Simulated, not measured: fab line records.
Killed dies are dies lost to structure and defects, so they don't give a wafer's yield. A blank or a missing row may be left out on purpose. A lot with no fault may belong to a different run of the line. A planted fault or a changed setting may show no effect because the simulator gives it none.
Which tool is to blame? || flow gf180mcu || Sampling: 13 lots, 39 wafers, 4 of 602 route steps

## WHAT THE GAUGES SHOWED, per wafer
GF_VT_IMPLANT_TW_MEAS_32. Usual: for VT_IMPLANT_3_TW the level is 268.7 and the standard deviation is 2.1.
{"lot": "L215", "measured": "day 7 02:24", "on": "filmMetro-02", "VT_IMPLANT_3_TW": "268.8 269.6 269.2", "flag": ""}
{"lot": "L216", "measured": "day 7 08:26", "on": "filmMetro-04", "VT_IMPLANT_3_TW": "267.4 267.8 268.1", "flag": ""}
{"lot": "L217", "measured": "day 7 18:36", "on": "filmMetro-02", "VT_IMPLANT_3_TW": "268.4 269.2 267.8", "flag": ""}
{"lot": "L225", "measured": "day 10 00:05", "on": "filmMetro-01", "VT_IMPLANT_3_TW": "303.1 302.2 302.2", "flag": "OFF"}
{"lot": "L226", "measured": "day 10 08:08", "on": "filmMetro-01", "VT_IMPLANT_3_TW": "302.7 303.3 302.0", "flag": "OFF"}
{"lot": "L227", "measured": "day 10 12:42", "on": "filmMetro-04", "VT_IMPLANT_3_TW": "267.8 264.9 266.4", "flag": ""}
{"lot": "L228", "measured": "day 11 00:19", "on": "filmMetro-01", "VT_IMPLANT_3_TW": "270.5 270.7 271.7", "flag": ""}
{"lot": "L229", "measured": "day 11 06:27", "on": "filmMetro-04", "VT_IMPLANT_3_TW": "264.5 265.5 267.7", "flag": ""}
{"lot": "L231", "measured": "day 11 19:39", "on": "filmMetro-04", "VT_IMPLANT_3_TW": "266.9 266.4 266.5", "flag": ""}
{"lot": "L233", "measured": "day 12 11:36", "on": "filmMetro-01", "VT_IMPLANT_3_TW": "271.1 270.2 271.0", "flag": ""}
{"lot": "L235", "measured": "day 12 23:58", "on": "filmMetro-04", "VT_IMPLANT_3_TW": "266.4 267.7 264.8", "flag": ""}
{"lot": "L236", "measured": "day 13 04:00", "on": "filmMetro-04", "VT_IMPLANT_3_TW": "266.0 265.1 265.7", "flag": ""}
{"lot": "L237", "measured": "day 13 13:42", "on": "filmMetro-04", "VT_IMPLANT_3_TW": "266.2 265.9 264.9", "flag": ""}

GF_M1_RS_MEAS_05: a four-point-probe measurement. Usual: for M1_ALCU_RS the level is 0.0695 ohm/sq and the standard deviation is 0.00063.
{"lot": "L215", "measured": "day 16 20:17", "on": "filmMetro-02", "M1_ALCU_RS (ohm/sq)": "0.0687 0.0691 0.0693", "flag": ""}
{"lot": "L216", "measured": "day 17 01:31", "on": "filmMetro-04", "M1_ALCU_RS (ohm/sq)": "0.0698 0.0695 0.0700", "flag": ""}
{"lot": "L217", "measured": "day 17 21:43", "on": "filmMetro-04", "M1_ALCU_RS (ohm/sq)": "0.0693 0.0705 0.0702", "flag": ""}
{"lot": "L225", "measured": "day 20 19:44", "on": "filmMetro-02", "M1_ALCU_RS (ohm/sq)": "0.0694 0.0692 0.0695", "flag": ""}
{"lot": "L226", "measured": "day 21 05:43", "on": "filmMetro-04", "M1_ALCU_RS (ohm/sq)": "0.0690 0.0682 0.0693", "flag": ""}
{"lot": "L227", "measured": "day 21 13:20", "on": "filmMetro-02", "M1_ALCU_RS (ohm/sq)": "0.0695 0.0692 0.0697", "flag": ""}
{"lot": "L228", "measured": "day 21 23:22", "on": "filmMetro-04", "M1_ALCU_RS (ohm/sq)": "0.0698 0.0696 0.0696", "flag": ""}
{"lot": "L229", "measured": "day 22 05:52", "on": "filmMetro-01", "M1_ALCU_RS (ohm/sq)": "0.0690 0.0685 0.0687", "flag": ""}
{"lot": "L231", "measured": "day 22 23:02", "on": "filmMetro-02", "M1_ALCU_RS (ohm/sq)": "0.0686 0.0695 0.0697", "flag": ""}
{"lot": "L233", "measured": "day 23 14:31", "on": "filmMetro-04", "M1_ALCU_RS (ohm/sq)": "0.0683 0.0685 0.0682", "flag": ""}
{"lot": "L235", "measured": "day 24 05:13", "on": "filmMetro-04", "M1_ALCU_RS (ohm/sq)": "0.0699 0.0698 0.0697", "flag": ""}
{"lot": "L236", "measured": "day 25 03:32", "on": "filmMetro-01", "M1_ALCU_RS (ohm/sq)": "0.0689 0.0693 0.0696", "flag": ""}
{"lot": "L237", "measured": "day 25 05:04", "on": "filmMetro-04", "M1_ALCU_RS (ohm/sq)": "0.0688 0.0689 0.0676", "flag": ""}

## WHICH TOOL RAN EACH LOT (tool, then ch and the chambers of the sampled wafers, then the start)
{"lot": "L215", "GF_VT_IMPLANT_IMPLANT_30": "implanter-03 ch 0, day 7 02:10", "GF_CONTACT_CMP_04": "cmp-02 ch 0,3, day 15 19:58"}
{"lot": "L216", "GF_VT_IMPLANT_IMPLANT_30": "implanter-03 ch 0, day 7 08:11", "GF_CONTACT_CMP_04": "cmp-02 ch 0,1,3, day 16 01:19"}
{"lot": "L217", "GF_VT_IMPLANT_IMPLANT_30": "implanter-04 ch 0, day 7 18:21", "GF_CONTACT_CMP_04": "cmp-02 ch 1,3, day 16 20:43"}
{"lot": "L225", "GF_VT_IMPLANT_IMPLANT_30": "implanter-01 ch 0, day 9 23:50", "GF_CONTACT_CMP_04": "cmp-01 ch 0,2,3, day 19 17:17"}
{"lot": "L226", "GF_VT_IMPLANT_IMPLANT_30": "implanter-01 ch 0, day 10 07:53", "GF_CONTACT_CMP_04": "cmp-01 ch 0,2, day 20 03:35"}
{"lot": "L227", "GF_VT_IMPLANT_IMPLANT_30": "implanter-03 ch 0, day 10 12:28", "GF_CONTACT_CMP_04": "cmp-02 ch 1,3, day 20 10:41"}
{"lot": "L228", "GF_VT_IMPLANT_IMPLANT_30": "implanter-04 ch 0, day 11 00:05", "GF_CONTACT_CMP_04": "cmp-01 ch 0,1,3, day 20 20:41"}
{"lot": "L229", "GF_VT_IMPLANT_IMPLANT_30": "implanter-04 ch 0, day 11 06:12", "GF_CONTACT_CMP_04": "cmp-01 ch 1,2,3, day 21 03:23"}
{"lot": "L231", "GF_VT_IMPLANT_IMPLANT_30": "implanter-04 ch 0, day 11 19:25", "GF_CONTACT_CMP_04": "cmp-01 ch 0,1, day 21 21:40"}
{"lot": "L233", "GF_VT_IMPLANT_IMPLANT_30": "implanter-04 ch 0, day 12 11:21", "GF_CONTACT_CMP_04": "cmp-01 ch 1,3, day 22 13:28"}
{"lot": "L235", "GF_VT_IMPLANT_IMPLANT_30": "implanter-01 ch 0, day 12 23:43", "GF_CONTACT_CMP_04": "cmp-02 ch 1,2,3, day 23 04:36"}
{"lot": "L236", "GF_VT_IMPLANT_IMPLANT_30": "implanter-03 ch 0, day 13 03:45", "GF_CONTACT_CMP_04": "cmp-01 ch 1,2,3, day 24 03:13"}
{"lot": "L237", "GF_VT_IMPLANT_IMPLANT_30": "implanter-01 ch 0, day 13 13:28", "GF_CONTACT_CMP_04": "cmp-02 ch 0,1, day 24 03:49"}
- GF_VT_IMPLANT_IMPLANT_30
- GF_CONTACT_CMP_04: polishes SiO2.

## AS READ BY THE TOOLS THEMSELVES (means over the sampled wafers that have a number; for cases with no such wafer, the mark the record gives instead)
GF_VT_IMPLANT_IMPLANT_30. Usual: doseIonsCm2 2.5333e+12, standard deviation 2.5e+09; endStationPressureTorr 5.02e-06 Torr, standard deviation 2.6e-07; faradayCurrentUA 14.27, standard deviation 0.3.
{"lot": "L215", "tool": "implanter-03", "doseIonsCm2": 2.5361e+12, "endStationPressureTorr (Torr)": 4.84e-06, "faradayCurrentUA": 14.19, "flag": ""}
{"lot": "L216", "tool": "implanter-03", "doseIonsCm2": 2.5369e+12, "endStationPressureTorr (Torr)": 5.17e-06, "faradayCurrentUA": 13.93, "flag": ""}
{"lot": "L217", "tool": "implanter-04", "doseIonsCm2": 2.5322e+12, "endStationPressureTorr (Torr)": 5.10e-06, "faradayCurrentUA": 14.20, "flag": ""}
{"lot": "L225", "tool": "implanter-01", "doseIonsCm2": 3.7189e+12, "endStationPressureTorr (Torr)": 5.05e-06, "faradayCurrentUA": 20.82, "flag": "OFF"}
{"lot": "L226", "tool": "implanter-01", "doseIonsCm2": 3.7199e+12, "endStationPressureTorr (Torr)": 4.89e-06, "faradayCurrentUA": 21.01, "flag": "OFF"}
{"lot": "L227", "tool": "implanter-03", "doseIonsCm2": 2.5361e+12, "endStationPressureTorr (Torr)": 4.88e-06, "faradayCurrentUA": 14.32, "flag": ""}
{"lot": "L228", "tool": "implanter-04", "doseIonsCm2": 2.5308e+12, "endStationPressureTorr (Torr)": 5.00e-06, "faradayCurrentUA": 14.14, "flag": ""}
{"lot": "L229", "tool": "implanter-04", "doseIonsCm2": 2.5337e+12, "endStationPressureTorr (Torr)": 4.99e-06, "faradayCurrentUA": 14.31, "flag": ""}
{"lot": "L231", "tool": "implanter-04", "doseIonsCm2": 2.5323e+12, "endStationPressureTorr (Torr)": 4.76e-06, "faradayCurrentUA": 14.42, "flag": ""}
{"lot": "L233", "tool": "implanter-04", "doseIonsCm2": 2.5357e+12, "endStationPressureTorr (Torr)": 5.00e-06, "faradayCurrentUA": 14.45, "flag": ""}
{"lot": "L235", "tool": "implanter-01", "doseIonsCm2": 2.5355e+12, "endStationPressureTorr (Torr)": 4.91e-06, "faradayCurrentUA": 14.37, "flag": ""}
{"lot": "L236", "tool": "implanter-03", "doseIonsCm2": 2.5355e+12, "endStationPressureTorr (Torr)": 4.99e-06, "faradayCurrentUA": 14.29, "flag": ""}
{"lot": "L237", "tool": "implanter-01", "doseIonsCm2": 2.5305e+12, "endStationPressureTorr (Torr)": 5.07e-06, "faradayCurrentUA": 14.15, "flag": ""}

GF_CONTACT_CMP_04. Usual: motorCurrentA 12.1 A, standard deviation 1.5; platenRpm 60.00 rpm, standard deviation 0.039; slurryFlowMlMin 150.0, standard deviation 0.42; timeToEndpointS 108 s, standard deviation 5.5.
{"lot": "L215", "tool": "cmp-02", "motorCurrentA (A)": 12.0, "platenRpm (rpm)": 59.97, "slurryFlowMlMin": 149.9, "timeToEndpointS (s)": 102, "flag": ""}
{"lot": "L216", "tool": "cmp-02", "motorCurrentA (A)": 11.4, "platenRpm (rpm)": 59.99, "slurryFlowMlMin": 149.2, "timeToEndpointS (s)": 107, "flag": ""}
{"lot": "L217", "tool": "cmp-02", "motorCurrentA (A)": 11.3, "platenRpm (rpm)": 59.97, "slurryFlowMlMin": 149.8, "timeToEndpointS (s)": 111, "flag": ""}
{"lot": "L225", "tool": "cmp-01", "motorCurrentA (A)": 11.9, "platenRpm (rpm)": 59.99, "slurryFlowMlMin": 149.9, "timeToEndpointS (s)": 104, "flag": ""}
{"lot": "L226", "tool": "cmp-01", "motorCurrentA (A)": 10.7, "platenRpm (rpm)": 60.02, "slurryFlowMlMin": 149.8, "timeToEndpointS (s)": 116, "flag": ""}
{"lot": "L227", "tool": "cmp-02", "motorCurrentA (A)": 11.3, "platenRpm (rpm)": 59.99, "slurryFlowMlMin": 149.6, "timeToEndpointS (s)": 111, "flag": ""}
{"lot": "L228", "tool": "cmp-01", "motorCurrentA (A)": 12.1, "platenRpm (rpm)": 59.98, "slurryFlowMlMin": 149.8, "timeToEndpointS (s)": 112, "flag": ""}
{"lot": "L229", "tool": "cmp-01", "motorCurrentA (A)": 11.5, "platenRpm (rpm)": 60.01, "slurryFlowMlMin": 150.0, "timeToEndpointS (s)": 107, "flag": ""}
{"lot": "L231", "tool": "cmp-01", "motorCurrentA (A)": 11.2, "platenRpm (rpm)": 60.04, "slurryFlowMlMin": 149.8, "timeToEndpointS (s)": 106, "flag": ""}
{"lot": "L233", "tool": "cmp-01", "motorCurrentA (A)": 12.2, "platenRpm (rpm)": 60.01, "slurryFlowMlMin": 149.9, "timeToEndpointS (s)": 106, "flag": ""}
{"lot": "L235", "tool": "cmp-02", "motorCurrentA (A)": 12.5, "platenRpm (rpm)": 59.99, "slurryFlowMlMin": 150.3, "timeToEndpointS (s)": 105, "flag": ""}
{"lot": "L236", "tool": "cmp-01", "motorCurrentA (A)": 12.1, "platenRpm (rpm)": 60.05, "slurryFlowMlMin": 149.5, "timeToEndpointS (s)": 104, "flag": ""}
{"lot": "L237", "tool": "cmp-02", "motorCurrentA (A)": 11.4, "platenRpm (rpm)": 60.00, "slurryFlowMlMin": 150.3, "timeToEndpointS (s)": 107, "flag": ""}

## THE ANSWER, worked out from the rows above alone
Rule: lot off if the mean of its wafers having a number is beyond 3 standard deviations from the usual mean. Also off: a lot with no number at a reading for which 4 or more lots have one. The other lots that the step has rows for count as sound. The gauges are gone through in route order, then the tools' own readings, and for those a lot's mean is taken as printed above. The first step at which some lot is off is used, and at that step the reading that is off furthest; a lot without a number counts as furthest.
Off: L225, L226, at GF_VT_IMPLANT_TW_MEAS_32 (VT_IMPLANT_3_TW).
A tool fits if, at a process step before that reading, it ran every lot that is off, and no sound lot after the first of them. The gauges at GF_VT_IMPLANT_TW_MEAS_32 aren't tried: what is off there is off at GF_VT_IMPLANT_IMPLANT_30 too, on other tools, and a gauge's error can't cause that. Of those tried, none fits.

## WHAT THE SIMULATOR HAD PUT IN
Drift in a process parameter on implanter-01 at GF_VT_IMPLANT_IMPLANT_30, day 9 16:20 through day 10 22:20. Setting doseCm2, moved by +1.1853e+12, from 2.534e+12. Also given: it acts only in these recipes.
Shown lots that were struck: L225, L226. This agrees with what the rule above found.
